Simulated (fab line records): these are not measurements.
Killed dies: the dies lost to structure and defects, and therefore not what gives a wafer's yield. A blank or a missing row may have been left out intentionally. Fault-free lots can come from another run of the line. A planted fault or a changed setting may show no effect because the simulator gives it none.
fab line records	flow sky130	part 1 of 2: steps 1 to 42 of 43
[record] lots = 6	wafers = 18	last-day = 50
route steps=708 shown METAL3@561 VIA3@573 METAL4@598 PAD_OPEN@708
lots that met no fault: from a run of the same line without faults
start-h: start of the lot's first displayed wafer, in hours after the record's first day	wait-h: hours since the lot's step before	" the same as in the row above	L1.1+2: a single row standing in for several wafers	- value missing, or start not given	* or withheld: withheld	< > ~ a bound
route shown NAME@n: NAME is a module with steps in the file, n the number in the route of the first one	usual: mean and standard deviation over wafers with no fault	same: alike in all rows	chamber/n: place in a boat	sites: each site's reading	_std_site: the values' standard deviation	_edge_site: inner sites' mean taken away from outer sites' mean	radius-mm: how far each site lies from the wafer's centre	mask NAME#n: copy n	behind: the tool/chamber that last shaped the wafer	hold: what put the lot on hold/how long, in hours/how the hold closed	device: the n, p or np transistor that did not switch	end of line: the route-end tests of the same wafers	for a step that has no rows: nothing shown but its recipe	killed: at the first sort, the dies lost to defects and structure; wafer yield is something else	map: the dies of a wafer, with x for killed, . for not killed, _ for no die there
set.NAME: the setting as run; set.NAME@STEP: as run at that earlier step	model.NAME: the simulator's own value behind a step, which no gauge read
certain route steps with their lots: each step a table, each wafer a row
services: a tool's chamber out of use, with start hour (start-h, from the record's first day; less than 0 if before it), hours out, and reason
[[steps]]
[step SKY_METAL3_PEB_11]
[recipe] peb-temp-c = withheld	peb-time-s = withheld	resist = KrF-thick
[step SKY_METAL3_DEVELOP_12]
[recipe] develop-time-s = 60	resist = KrF-thick	dev-temp-c = 21
[step SKY_METAL3_CD_MEAS_13]
[recipe] target-cd-nm = 300
[usual] cd-nm = 299.7/1.4
lot.wafer	tool	chamber	start-h	wait-h	cd-nm
L607.2	cd-sem-01	-	896.92	-	297.7
L607.3	"	-	"	"	299.3
L607.4	"	-	"	"	299.1
L609.1	cd-sem-02	-	915.44	-	299.4
L609.3	"	-	"	"	300.2
L609.5	"	-	"	"	299.2
L613.3	cd-sem-02	-	947.74	-	299.9
L613.4	"	-	"	"	298.9
L613.6	"	-	"	"	300.7
L617.2	cd-sem-02	-	974.52	-	299.0
L617.3	"	-	"	"	298.1
L617.5	"	-	"	"	298.2
L626.2	cd-sem-01	-	1035.72	-	298.8
L626.4	"	-	"	"	299.7
L626.5	"	-	"	"	298.8
L629.4	cd-sem-01	-	1055.68	-	299.9
L629.5	"	-	"	"	298.8
L629.6	"	-	"	"	299.0
[step SKY_METAL3_OVL_MEAS_14]
[usual] METAL3_OVL = -4/4.6
lot.wafer	tool	chamber	start-h	wait-h	METAL3_OVL[nm]
L607.2	overlay-01	-	897.03	0.1	-9
L607.3	"	-	"	"	-10
L607.4	"	-	"	"	-7
L609.1	overlay-01	-	915.56	0.1	6
L609.3	"	-	"	"	2
L609.5	"	-	"	"	1
L613.3	overlay-02	-	947.83	0.1	-3
L613.4	"	-	"	"	-11
L613.6	"	-	"	"	-16
L617.2	overlay-02	-	974.63	0.1	-9
L617.3	"	-	"	"	-6
L617.5	"	-	"	"	-11
L626.2	overlay-01	-	1035.82	0.1	4
L626.4	"	-	"	"	1
L626.5	"	-	"	"	4
L629.4	overlay-02	-	1055.76	0.1	1
L629.5	"	-	"	"	2
L629.6	"	-	"	"	-3
[step SKY_METAL3_DESCUM_15]
[recipe] chemistry = O2	source-power-w = 150	bias-power-w = 0	pressure-mtorr = 10	temp-c = 40	time-s = 8
[step SKY_METAL3_ETCH_16]
[recipe] chemistry = N2/H2	target = BARC	ion-energy-ev = 200	bias-w = 100	pressure-mtorr = 30	n2-flow-sccm = 100	h2-flow-sccm = 200	icp-w = 500	stop-on = SiO2	time-s = 88.2	target-depth-a = 600
[step SKY_METAL3_ETCH_17]
[recipe] target = SiO2	stop-on = TiN	chemistry = C4F8/O2/Ar	source-w = 1500	bias-w = 1200	pressure-mtorr = 40	c4f8-flow-sccm = withheld	O2_flow_sccm = 6	Ar_flow_sccm = 300	time-s = 3.9	target-depth-a = 150
[step SKY_METAL3_METAL_ETCH_18]
[recipe] target-depth-a = 8450	stop-on = SiO2	over-etch-frac = 0.3	time-s = 183.1	chemistry = Cl2/BCl3	resist-sidewall-deg = 88	pressure-mtorr = 10	icp-w = 900	bias-w = 48.5	Cl2_flow_sccm = 60	bcl3-flow-sccm = 30
[step SKY_METAL3_STRIP_19]
[recipe] chemistry = O2/N2	power-w = 1400	pressure-mtorr = 1500	platen-temp-c = withheld	o2-flow-sccm = 3000	n2-flow-sccm = 300	overash-fraction = 0.5
[usual] drypump-motor-current-A = 5.6/0.39	oes-product-au = 0.504/0.0056	strip-time-to-endpoint-s = 6.59/0.071
lot.wafer	tool	chamber	start-h	wait-h	drypump-motor-current-A	oes-product-au	rf-hours-counter-h	strip-time-to-endpoint-s
L607.2	plasma-asher-02	0	897.51	0.1	6.1	0.497	45	6.49
L607.3	"	1	"	"	5.7	0.495	-	6.57
L607.4	"	0	"	"	6.1	0.491	-	6.47
L609.1	plasma-asher-03	0	915.93	0.1	4.9	0.506	15	6.57
L609.3	"	1	"	"	5.8	0.502	-	6.53
L609.5	"	1	"	"	5.7	0.502	-	6.49
L613.3	plasma-asher-03	1	948.22	0.1	5.7	0.504	-	6.57
L613.4	"	0	"	"	4.9	0.508	-	6.59
L613.6	"	1	"	"	5.7	0.499	-	6.60
L617.2	plasma-asher-04	0	975.16	0.2	5.4	0.493	88	6.74
L617.3	"	0	"	"	5.4	0.506	-	6.72
L617.5	"	0	"	"	5.4	0.507	-	6.73
L626.2	plasma-asher-02	1	1036.18	0.1	5.8	0.502	59	6.55
L626.4	"	1	"	"	5.8	0.504	-	6.58
L626.5	"	1	"	"	5.7	0.495	-	6.58
L629.4	plasma-asher-02	1	1056.14	0.1	5.7	0.505	-	6.54
L629.5	"	1	"	"	5.8	0.500	-	6.53
L629.6	"	0	"	"	6.1	0.508	-	6.51
[step SKY_METAL3_STRIP_20]
[recipe] chemistry = post-etch-residue-remover	time-s = 1200	temp-c = 72.5
[step SKY_METAL3_CLEAN_21]
[recipe] chemistry = IPA	time-s = 180	temp-c = 25
[step SKY_METAL3_CLEAN_22]
[recipe] chemistry = O3/DIW	dry = n2-spin
[step SKY_VIA3_HDPCVD_00]
[recipe] material = SiO2	target-thk-nm = 1635	sigma-open-frac = 0.3	time-s = 272.5	temp-c = 400	sih4-flow-sccm = 60	pressure-mtorr = 6
[same] time-s = 272.5
lot.wafer	tool	chamber	start-h	wait-h
L607.2+3+4	hdpcvd-01	1,0,0	898.14	0.0
L609.1+3+5	hdpcvd-01	1,2,0	916.52	0.0
L613.3+4+6	hdpcvd-01	2,1,2	948.77	0.0
L617.2+3+5	hdpcvd-01	1,2,2	975.80	0.0
L626.2+4+5	hdpcvd-02	1,0,2	1036.77	0.0
L629.4+5+6	hdpcvd-01	2,0,1	1056.79	0.1
[step SKY_VIA3_THK_MEAS_01]
[recipe] reads = SiO2_of_VIA3_HDPCVD_00
[usual] VIA3_HDPCVD_THK = 1637/15
lot.wafer	tool	chamber	start-h	wait-h	VIA3_HDPCVD_THK[nm]
L607.2	film-metro-01	-	898.32	0.1	1658
L607.3	"	-	"	"	1644
L607.4	"	-	"	"	1641
L609.1	film-metro-04	-	916.69	0.1	1638
L609.3	"	-	"	"	1653
L609.5	"	-	"	"	1649
L613.3	film-metro-02	-	948.96	0.1	1661
L613.4	"	-	"	"	1618
L613.6	"	-	"	"	1639
L617.2	film-metro-04	-	975.98	0.1	1628
L617.3	"	-	"	"	1629
L617.5	"	-	"	"	1635
L626.2	film-metro-04	-	1036.95	0.1	1647
L626.4	"	-	"	"	1633
L626.5	"	-	"	"	1611
L629.4	film-metro-01	-	1056.90	0.0	1625
L629.5	"	-	"	"	1635
L629.6	"	-	"	"	1628
[step SKY_VIA3_CMP_02]
[recipe] material = SiO2	down-force-psi = 4	platen-rpm = 60	pad-velocity-m-s = 0.94248
[step SKY_VIA3_BOW_MEAS_03]
[recipe] mode = bow
[usual] VIA3_BOW = 80/8.1
lot.wafer	tool	chamber	start-h	wait-h	VIA3_BOW[um]
L607.2	film-metro-01	-	898.69	0.2	87
L607.3	"	-	"	"	77
L607.4	"	-	"	"	73
L609.1	film-metro-02	-	917.05	0.1	70
L609.3	"	-	"	"	70
L609.5	"	-	"	"	75
L613.3	film-metro-01	-	949.34	0.3	71
L613.4	"	-	"	"	79
L613.6	"	-	"	"	76
L617.2	film-metro-04	-	976.35	0.3	86
L617.3	"	-	"	"	74
L617.5	"	-	"	"	99
L626.2	film-metro-02	-	1037.32	0.3	57
L626.4	"	-	"	"	70
L626.5	"	-	"	"	66
L629.4	film-metro-02	-	1057.29	0.2	94
L629.5	"	-	"	"	75
L629.6	"	-	"	"	81
[step SKY_VIA3_DEHYDRATE_04]
[recipe] temp-c = 200	time-s = 60
[step SKY_VIA3_HMDS_05]
[recipe] prime-time-s = 60	prime-temp-c = 120
[step SKY_VIA3_COAT_06]
[recipe] resist = BARC	temp-c = withheld	time-s = withheld	spin-rpm = 3000	resist-thk-nm = 60
[step SKY_VIA3_COAT_07]
[recipe] resist = KrF-thick	spin-rpm = 3000	resist-thk-nm = 450
[step SKY_VIA3_SOFTBAKE_08]
[recipe] temp-c = 100	time-s = 90	resist = KrF-thick
[step SKY_VIA3_EXPOSE_09]
[recipe] mask-id = VIM3	na = 0.8	source-shape = annular	sigma-inner = 0.55	sigma-outer = 0.85	target-cd-nm = 200	dose-mj = 38
[step SKY_VIA3_PEB_10]
[recipe] peb-temp-c = withheld	peb-time-s = withheld	resist = KrF-thick
[step SKY_VIA3_DEVELOP_11]
[recipe] develop-time-s = 60	resist = KrF-thick	dev-temp-c = 21
[step SKY_VIA3_CD_MEAS_12]
[recipe] target-cd-nm = 200
[usual] cd-nm = 200.2/1.4
lot.wafer	tool	chamber	start-h	wait-h	cd-nm
L607.2	cd-sem-02	-	923.02	-	200.5
L607.3	"	-	"	"	201.0
L607.4	"	-	"	"	201.0
L609.1	cd-sem-02	-	941.92	-	201.6
L609.3	"	-	"	"	199.9
L609.5	"	-	"	"	199.7
L613.3	cd-sem-02	-	973.48	-	198.7
L613.4	"	-	"	"	199.5
L613.6	"	-	"	"	200.0
L617.2	cd-sem-01	-	999.92	-	200.1
L617.3	"	-	"	"	200.7
L617.5	"	-	"	"	199.8
L626.2	cd-sem-01	-	1059.42	-	201.1
L626.4	"	-	"	"	202.6
L626.5	"	-	"	"	201.9
L629.4	cd-sem-01	-	1077.58	-	199.1
L629.5	"	-	"	"	197.9
L629.6	"	-	"	"	198.7
[step SKY_VIA3_OVL_MEAS_13]
[usual] VIA3_OVL = -2/4.2
lot.wafer	tool	chamber	start-h	wait-h	VIA3_OVL[nm]
L607.2	overlay-01	-	923.12	0.1	-5
L607.3	"	-	"	"	-5
L607.4	"	-	"	"	-6
L609.1	overlay-02	-	942.04	0.1	-7
L609.3	"	-	"	"	-1
L609.5	"	-	"	"	1
L613.3	overlay-02	-	973.57	0.1	-2
L613.4	"	-	"	"	-1
L613.6	"	-	"	"	-4
L617.2	overlay-01	-	1000.02	0.1	1
L617.3	"	-	"	"	2
L617.5	"	-	"	"	4
L626.2	overlay-01	-	1059.52	0.1	-5
L626.4	"	-	"	"	-4
L626.5	"	-	"	"	1
L629.4	overlay-02	-	1077.66	0.1	-1
L629.5	"	-	"	"	2
L629.6	"	-	"	"	-3
[step SKY_VIA3_ETCH_14]
[recipe] chemistry = N2/H2	target = BARC	ion-energy-ev = 200	source-w = 500	bias-w = 100	pressure-mtorr = 30	n2-flow-sccm = 100	h2-flow-sccm = 200	stop-on = SiO2	time-s = 45.9	target-depth-a = 600
[usual] drypump-motor-current-A = 6.0/0.37	oes-product-au = 0.855/0.0046	throttle-valve-pct = 13.225/0.0091
[same] time-s = 45.9
lot.wafer	tool	chamber	start-h	wait-h	drypump-motor-current-A	oes-product-au	rf-hours-counter-h	throttle-valve-pct
L607.2	rie-diel-02	0	923.15	0.0	6.2	0.852	5	13.239
L607.3	"	2	"	"	6.1	0.856	15	13.235
L607.4	"	0	"	"	6.1	0.849	-	13.206
L609.1	rie-diel-02	0	942.08	0.0	6.2	0.858	6	13.221
L609.3	"	1	"	"	5.3	0.858	11	13.225
L609.5	"	3	"	"	5.6	0.858	-	13.236
L613.3	rie-diel-01	0	973.60	0.0	5.9	0.855	14	13.217
L613.4	"	2	"	"	6.1	0.846	15	13.227
L613.6	"	1	"	"	5.8	0.858	-	13.245
L617.2	rie-diel-04	0	1000.05	0.0	6.2	0.851	13	13.232
L617.3	"	1	"	"	6.0	0.859	18	13.225
L617.5	"	3	"	"	6.8	0.851	-	13.210
L626.2	rie-diel-04	3	1059.55	0.0	6.8	0.852	23	13.234
L626.4	"	1	"	"	6.0	0.856	20	13.225
L626.5	"	0	"	"	6.3	0.861	-	13.242
L629.4	rie-diel-02	2	1077.68	0.0	6.0	0.856	20	13.216
L629.5	"	2	"	"	6.1	0.849	-	13.216
L629.6	"	1	"	"	5.3	0.857	-	13.219
[step SKY_VIA3_ETCH_15]
[recipe] target = SiO2	chemistry = C4F8/O2/Ar	target-depth-nm = 507	stop-on = TiN	mask-material = KrF-thick	source-w = 1500	bias-w = 1200	pressure-mtorr = 40	c4f8-flow-sccm = withheld	O2_flow_sccm = 6	Ar_flow_sccm = 300	time-s = 78
[step SKY_VIA3_STRIP_16]
[recipe] chemistry = O2/N2	power-w = 1400	pressure-mtorr = 1500	platen-temp-c = withheld	o2-flow-sccm = 3000	n2-flow-sccm = 300	overash-fraction = 0.5
[step SKY_VIA3_STRIP_17]
[recipe] chemistry = post-etch-residue-remover	time-s = 1200	temp-c = 72.5
[step SKY_VIA3_CLEAN_18]
[recipe] chemistry = IPA	time-s = 180	temp-c = 25
[step SKY_VIA3_CLEAN_19]
[recipe] chemistry = O3/DIW	dry = n2-spin
[step SKY_VIA3_SPUTTER_20]
[recipe] material = TiN	target-thk-nm = 20	chamber-pressure-pa = 5	power-w = 4000	time-s = 80
[step SKY_VIA3_CVD_21]
[recipe] material = W	target-thk-nm = 390	time-s = 117.31	temp-c = 400	pressure-torr = 40
[usual] heater-power-w = 853/83
[same] time-s = 117.31
lot.wafer	tool	chamber	start-h	wait-h	heater-power-w
L607.2	cvd-w-01	1	923.91	0.0	714
L607.3	"	0	"	"	801
L607.4	"	1	"	"	726
L609.1	cvd-w-01	1	942.84	0.0	732
L609.3	"	1	"	"	735
L609.5	"	0	"	"	807
L613.3	cvd-w-02	0	974.40	0.1	942
L613.4	"	1	"	"	840
L613.6	"	1	"	"	864
L617.2	cvd-w-02	0	1001.63	0.0	947
L617.3	"	1	"	"	879
L617.5	"	1	"	"	892
L626.2	cvd-w-02	0	1060.34	0.0	948
L626.4	"	0	"	"	946
L626.5	"	0	"	"	947
L629.4	cvd-w-02	1	1078.48	0.1	895
L629.5	"	0	"	"	948
L629.6	"	1	"	"	865
[step SKY_VIA3_RS_MEAS_22]
[recipe] thk-meas-gauge = four-point-probe	reads = W_of_VIA3_CVD_21+TiN_of_VIA3_SPUTTER_20
[usual] VIA3_W_RS = 0.296/0.0041
lot.wafer	tool	chamber	start-h	wait-h	VIA3_W_RS[ohm/sq]
L607.2	film-metro-01	-	924.05	0.1	0.295
L607.3	"	-	"	"	0.292
L607.4	"	-	"	"	0.294
L609.1	film-metro-01	-	942.97	0.1	0.299
L609.3	"	-	"	"	0.299
L609.5	"	-	"	"	0.298
L613.3	film-metro-04	-	974.52	0.1	0.298
L613.4	"	-	"	"	0.294
L613.6	"	-	"	"	0.293
L617.2	film-metro-04	-	1001.77	0.1	0.297
L617.3	"	-	"	"	0.289
L617.5	"	-	"	"	0.291
L626.2	film-metro-02	-	1060.48	0.1	0.302
L626.4	"	-	"	"	0.302
L626.5	"	-	"	"	0.305
L629.4	film-metro-01	-	1078.62	0.1	0.292
L629.5	"	-	"	"	0.299
L629.6	"	-	"	"	0.292
[step SKY_VIA3_THK_MEAS_23]
[recipe] thk-meas-gauge = xrf	reads = W_of_VIA3_CVD_21
[usual] VIA3_W_THK = 396/7.4
lot.wafer	tool	chamber	start-h	wait-h	VIA3_W_THK[nm]
L607.2	film-metro-01	-	924.16	0.1	401
L607.3	"	-	"	"	406
L607.4	"	-	"	"	403
L609.1	film-metro-01	-	943.09	0.1	389
L609.3	"	-	"	"	394
L609.5	"	-	"	"	394
L613.3	film-metro-04	-	974.62	0.1	390
L613.4	"	-	"	"	394
L613.6	"	-	"	"	393
L617.2	film-metro-04	-	1001.88	0.1	391
L617.3	"	-	"	"	403
L617.5	"	-	"	"	396
L626.2	film-metro-02	-	1060.59	0.1	394
L626.4	"	-	"	"	393
L626.5	"	-	"	"	388
L629.4	film-metro-01	-	1078.71	0.1	403
L629.5	"	-	"	"	393
L629.6	"	-	"	"	405
[step SKY_VIA3_CMP_24]
[recipe] stop-on = SiO2	t-overpolish-s = 20	down-force-psi = 3.5	platen-rpm = 60	target-thk-nm = 0	pad-velocity-m-s = 0.94248
[usual] head-pressure-psi = 3.501/0.0075	motor-current-A = 11.0/0.93	overpolish-run-s = 19.998/0.01	slurry-filter-dp-kPa = 13.50/0.14	time-to-endpoint-s = 95/3.2
[same] t-overpolish-s = 20
lot.wafer	tool	chamber	start-h	wait-h	head-pressure-psi	motor-current-A	overpolish-run-s	slurry-filter-dp-kPa	time-to-endpoint-s
L607.4	cmp-01	0	924.21	0.0	3.500	12.2	20.011	13.42	93
L607.3	"	1	"	"	3.499	12.4	20.002	13.40	89
L607.2	"	2	"	"	3.485	12.2	19.991	13.60	91
L609.1	cmp-02	2	943.20	0.1	3.497	10.4	19.993	13.81	94
L609.3	"	3	"	"	3.494	10.5	20.001	13.26	90
L609.5	"	1	"	"	3.500	11.4	19.999	13.34	89
L613.3	cmp-02	3	974.66	0.0	3.506	10.7	20.002	13.52	96
L613.4	"	1	"	"	3.500	10.5	19.983	13.48	99
L613.6	"	3	"	"	3.504	10.8	20.001	13.28	98
L617.3	cmp-02	0	1001.93	0.0	3.513	10.2	20.001	13.57	95
L617.2	"	3	"	"	3.513	10.6	20.016	13.37	89
L617.5	"	1	"	"	3.510	10.6	20.017	13.58	93
L626.2	cmp-02	2	1060.69	0.1	3.505	9.9	20.009	13.35	91
L626.4	"	3	"	"	3.496	10.7	19.982	13.63	94
L626.5	"	1	"	"	3.503	10.9	19.990	13.75	90
L629.4	cmp-02	1	1078.84	0.1	3.494	10.3	20.016	13.48	100
L629.6	"	3	"	"	3.517	10.5	20.001	13.54	103
L629.5	"	0	"	"	3.496	10.1	19.995	13.54	97
[step SKY_METAL4_SPUTTER_00]
[recipe] material = Ti	target-thk-nm = 15	power-w = 3000	time-s = 10	chamber-pressure-pa = 0.4
[step SKY_METAL4_SPUTTER_01]
[recipe] material = TiN	target-thk-nm = 20	power-w = 6500	time-s = 16.7	chamber-pressure-pa = 0.4
[step SKY_METAL4_SPUTTER_02]
[recipe] material = AlCu	target-thk-nm = 735	power-w = 10600	time-s = 39.1	chamber-pressure-pa = 0.4
[usual] throttle-valve-pct = 29.8/0.59
[same] time-s = 39.1
lot.wafer	tool	chamber	start-h	wait-h	throttle-valve-pct
L607.2	pvd-sputter-02	-	924.56	0.0	31.1
L607.3	"	-	"	"	29.2
L607.4	"	-	"	"	30.0
L609.1	pvd-sputter-03	-	943.49	0.0	29.5
L609.3	"	-	"	"	30.2
L609.5	"	-	"	"	29.4
L613.3	pvd-sputter-01	-	975.01	0.0	29.5
L613.4	"	-	"	"	30.6
L613.6	"	-	"	"	30.6
L617.2	pvd-sputter-03	-	1002.28	0.0	29.8
L617.3	"	-	"	"	29.4
L617.5	"	-	"	"	29.9
L626.2	pvd-sputter-03	-	1060.99	0.0	29.4
L626.4	"	-	"	"	29.8
L626.5	"	-	"	"	29.5
L629.4	pvd-sputter-02	-	1079.09	0.0	29.2
L629.5	"	-	"	"	29.9
L629.6	"	-	"	"	29.3
[step SKY_METAL4_SPUTTER_03]
[recipe] material = Ti	target-thk-nm = 5	power-w = 3000	time-s = 3.3	chamber-pressure-pa = 0.4
[step SKY_METAL4_SPUTTER_04]
[recipe] material = TiN	target-thk-nm = 70	power-w = 6500	time-s = 58.3	chamber-pressure-pa = 0.4
